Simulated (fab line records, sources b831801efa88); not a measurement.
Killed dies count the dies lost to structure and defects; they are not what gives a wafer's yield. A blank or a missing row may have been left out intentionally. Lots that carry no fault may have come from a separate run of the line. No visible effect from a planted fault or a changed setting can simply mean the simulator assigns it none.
Code-filled problem report in 8D (eight disciplines) form / flow sky130 / the parts of the form that need people (team, actions taken, sign-off) are left out

== 1. THE PROBLEM ==
cd_nm at SKY_METAL3_CD_MEAS_13 reads a mean of 179.2 nm on 2 wafers of 2 lots; wafers without a fault read 299.6 nm with a standard deviation of 1.6. That puts it -75 standard deviations away from the usual mean.
The step: target cd 300 nm.
First seen on wafer L112.4, day 41 21:31, on cd_sem-02. Wafers with a number at this step in the record: 40, from 14 lots. Rule for "out" (also "out of limits"): further than 4 standard deviations from the usual mean. The other wafers with a number count as sound.

== 2. WHAT IT IS, WHAT IT ISN'T ==
question=which readings at this step | is=cd_nm | is not=-
question=which lots | is=L112, L113 | is not=L100, L101, L102, L103, L104, L105, L106, L107, L109, L121, L122, L999
question=which wafers of those lots | is=L112.4, L113.2 | is not=L112.3, L113.5
question=read on which gauges | is=cd_sem-01, cd_sem-02 | is not=-
question=when | is=from day 41 21:31 | is not=up to then (31 sound wafers); but 7 sound wafers of L113, L121, L122 came after

== 3. WHAT RULES OUT EACH SUSPECT ==
Counting: any tool at a process step up to the reading remains a suspect provided it ran every lot that is out. Sound lots after the first of them don't rule it out here, since some wafers of a struck lot are sound.
- the gauge at SKY_METAL3_CD_MEAS_13 is ruled out. The wafers that are out were read on 2 gauges (cd_sem-01, cd_sem-02).
- rie_si-01 at SKY_POLY_GATE_ETCH_17 (etches poly-Si in HBr/Cl2, stops on SiO2, target depth 180 nm, time 70.5 s): kept. Every lot that is out went through it, the first being L112 (day 20 07:04); the last sound lot it ran before that was L105 (day 18 00:22).
- krf_scanner-02 at SKY_METAL3_EXPOSE_10 (exposes mask MM3, target cd 300 nm): kept. Every lot that is out went through it, the first being L112 (day 41 09:16); the last sound lot it ran before that was L109 (day 40 18:41).
- Within rie_si-01 at SKY_POLY_GATE_ETCH_17: the wafers that are out ran in chambers 0, 3; their sound lot-mates ran in chambers 1, 2.
Remaining after the count are rie_si-01 at SKY_POLY_GATE_ETCH_17 and krf_scanner-02 at SKY_METAL3_EXPOSE_10.

== 4. THE CAUSE (what the simulator had put in) ==
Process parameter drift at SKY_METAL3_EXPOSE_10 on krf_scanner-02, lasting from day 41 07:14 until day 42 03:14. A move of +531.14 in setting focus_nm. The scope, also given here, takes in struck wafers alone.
This tool is one of the 2 suspects left after counting.

== 5. SEQUENCE OF EFFECTS, ordered by route ==
Rows list readings where the struck wafers' mean (over those with a number) sits beyond 3 standard deviations from the usual. Only readings whose record carries a usual standard deviation are examined. hours: median over the lots of the time between each lot's start at the first step of this table that gives one and its start at this step. sigmas: the change, counted in usual standard deviations.
hours=0; step=SKY_METAL3_CD_MEAS_13; reading=cd_nm; usual=299.6 nm; on struck wafers=179.2; change=-120.5; sigmas=-75

== 6. WHAT WOULD HAVE CAUGHT IT SOONER ==
14 hours passed between the start of the fault at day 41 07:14 and the first reading out of limits at a measuring or inspecting step in this record, taken at day 41 21:31.
By day 41 21:31, every lot that is out (2) had started SKY_METAL3_EXPOSE_10 on krf_scanner-02. Tool hold at that time: it would have spared none of them.
